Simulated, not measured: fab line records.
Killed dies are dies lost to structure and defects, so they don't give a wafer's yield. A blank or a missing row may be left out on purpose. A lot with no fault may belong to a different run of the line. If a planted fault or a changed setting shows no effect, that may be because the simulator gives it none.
One fault seen from 2 desks | flow gf180mcu | only its own numbers are on each desk; what lay behind them is given at the end

AT THE TOOL OWNER'S DESK: cmp-02
The tool's own readings at GF_V3_CMP_04 (polishes SiO2): means of the sampled wafers that have a number, for each lot that ran on this tool. If a lot's mean is further than 4 standard deviations from the usual mean, the lot is out of limits and carries the mark OUT (the distance appears in the brackets).
Columns: A = motor current A at GF_V3_CMP_04, usual 12.6 A; B = time to endpoint s at GF_V3_CMP_04, usual 79 s
lot  | first seen here | A    | B
L525 | day 21 16:02    | 11.6 | 81
L528 | day 22 18:05    | 11.3 | 81
L529 | day 23 01:46    | 11.5 | 83
L537 | day 25 18:41    | 11.0 | 66
L541 | day 26 17:44    | 11.7 | 72
Result from this desk: across the 5 lots, nothing is out of limits.

THE METROLOGY DESK
What the gauges read for every lot (on any tool): the sampled wafers with a number, averaged. If a lot's mean is further than 4 standard deviations from the usual mean, the lot is out of limits and carries the mark OUT (the distance appears in the brackets).
Columns: A = cd nm at GF_V4_CD_MEAS_14, usual 259.8 nm; B = cd nm at GF_M5_CD_MEAS_07, usual 280.5 nm
lot  | first seen here | A     | B
L525 | day 24 15:25    | 260.4 | 280.1
L526 | day 24 23:39    | 259.1 | 280.1
L527 | day 25 11:48    | 259.3 | 281.6
L528 | day 25 15:40    | 260.3 | 280.8
L529 | day 25 22:31    | 260.0 | 279.7
L530 | day 26 00:16    | 259.4 | 279.5
L531 | day 26 14:10    | 259.7 | 281.6
L532 | day 27 04:18    | 259.0 | 281.5
L537 | day 28 11:36    | 260.0 | 278.5
L540 | day 29 05:53    | 259.7 | 280.9
L541 | day 29 08:38    | 260.2 | 280.8
L544 | day 30 07:21    | 258.0 | 280.4
L546 | day 30 21:30    | 258.3 | 282.9
L548 | day 31 08:53    | 257.0 | 278.4
Result from this desk: across the 14 lots, nothing is out of limits.

TAKEN TOGETHER
The tool owner's desk saw nothing out of limits.
The metrology desk saw nothing out of limits.

WHAT THE SIMULATOR HAD PUT IN
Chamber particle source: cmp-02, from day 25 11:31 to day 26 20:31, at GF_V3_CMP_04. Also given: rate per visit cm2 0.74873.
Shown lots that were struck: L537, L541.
